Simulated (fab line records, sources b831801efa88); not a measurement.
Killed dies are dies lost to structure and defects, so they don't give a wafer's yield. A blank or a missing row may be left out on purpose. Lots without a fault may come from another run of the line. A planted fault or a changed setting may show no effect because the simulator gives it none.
One fault seen from 2 desks | flow gf180mcu | each desk has only its own numbers; what lay behind them comes last

THE METROLOGY DESK
What the gauges read, lot by lot, whatever tool the lot ran on: means of the sampled wafers that have a number. A lot is out of limits, marked OUT, if its mean lies more than 4 standard deviations from the usual mean; the brackets give that distance.
Columns: A = M4_ALCU_THK at GF_M4_THK_MEAS_06, usual 448 nm
lot  | first seen here | A
L530 | day 22 09:59    | 454
L531 | day 22 16:02    | 452
L534 | day 23 20:42    | 456
L535 | day 24 14:30    | 441
L536 | day 24 21:13    | 446
L537 | day 24 23:07    | 448
L538 | day 25 09:46    | 446
L541 | day 26 05:11    | 455
L543 | day 27 03:51    | 439
L548 | day 28 15:47    | 453
L549 | day 28 23:09    | 449
L553 | day 29 20:55    | 439
L552 | day 29 23:34    | 452
This desk's finding: nothing out of limits on any of the 13 lots.

THE TOOL OWNER'S DESK: litho_track-02
The tool's own readings at GF_M4_DEVELOP_13 (develop time 60 s): means of the sampled wafers that have a number, for each lot that ran on this tool. A lot is out of limits, marked OUT, if its mean lies more than 4 standard deviations from the usual mean; the brackets give that distance.
Columns: A = developer_temp_C at GF_M4_DEVELOP_13, usual 21.02 C
lot  | first seen here | A
L531 | day 23 13:59    | 21.12
L534 | day 24 18:35    | 21.05
L536 | day 25 17:55    | 20.86
L541 | day 27 01:29    | 21.82 (+8.1) OUT
L543 | day 27 23:07    | 21.76 (+7.6) OUT
L552 | day 30 17:08    | 21.01
This desk's finding: out of limits on L541, L543; first on L541, day 27 01:29 (developer_temp_C at GF_M4_DEVELOP_13). In limits: L531, L534, L536, L552.

PUT TOGETHER
The tool owner's desk could have raised an alarm at day 27 01:29, on L541, L543.
The metrology desk saw nothing out of limits.
The metrology desk has L541, L543 on record, within its limits.
Of the lots named, all ran GF_M4_DEVELOP_13 on litho_track-02.

WHAT THE SIMULATOR HAD PUT IN
Process parameter drift: litho_track-02, from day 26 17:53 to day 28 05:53, at GF_M4_DEVELOP_13. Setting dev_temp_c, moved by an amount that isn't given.
Lots struck among those shown: L541, L543.
Hours from the fault's start to each desk's first reading out of limits: the tool owner's desk, 8.
